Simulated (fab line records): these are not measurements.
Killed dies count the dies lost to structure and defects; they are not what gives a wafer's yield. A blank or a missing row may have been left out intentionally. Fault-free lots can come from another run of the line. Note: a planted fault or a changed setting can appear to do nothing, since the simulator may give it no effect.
What tool caused it? ; flow gf180mcu ; 12 lots (36 wafers sampled), 1 step of a 602-step route

## WHAT THE GAUGES READ, wafer by wafer
GF_V4_THK_MEAS_25: measures by xrf.
lot;measured;on;V4_W_THK (nm)
L075;day 25 16:14;film-metro-02;359 358 363
L076;day 25 21:21;film-metro-01;347 352 346
L080;day 26 13:02;film-metro-03;369 372 367
L082;day 27 04:43;film-metro-03;355 356 363
L081;day 27 12:14;film-metro-03;368 377 375
L085;day 27 23:21;film-metro-02;363 358 367
L087;day 28 17:17;film-metro-03;352 358 362
L089;day 29 06:31;film-metro-03;364 364 374
L091;day 29 21:17;film-metro-01;354 346 346
L093;day 30 05:53;film-metro-03;369 360 359
L095;day 30 16:43;film-metro-03;356 356 357
L097;day 31 03:07;film-metro-03;364 357 368

## TOOL THAT RAN EACH LOT (tool first, then ch and the chambers of the sampled wafers, then the start)
Record: no process step prior to these readings.

## THE ANSWER, worked out from the rows above alone
Rule: usual is defined by the lots themselves. Put in order of their means at a reading, lots are off if they are a third of the lots or fewer, leave a main group of 4 or more, and stand apart from it by a gap of 3 or more times the standard deviation of the main group's means; of several such gaps the widest counts. A main group whose means are all the same, to the digits that the tables above print for the reading, isn't used. Also off: a lot with no number at a reading for which 4 or more lots have one. The other lots that the step has rows for count as sound.
No lot is off on any of the readings shown, so nothing can be concluded from this.

## WHAT THE SIMULATOR HAD INSERTED
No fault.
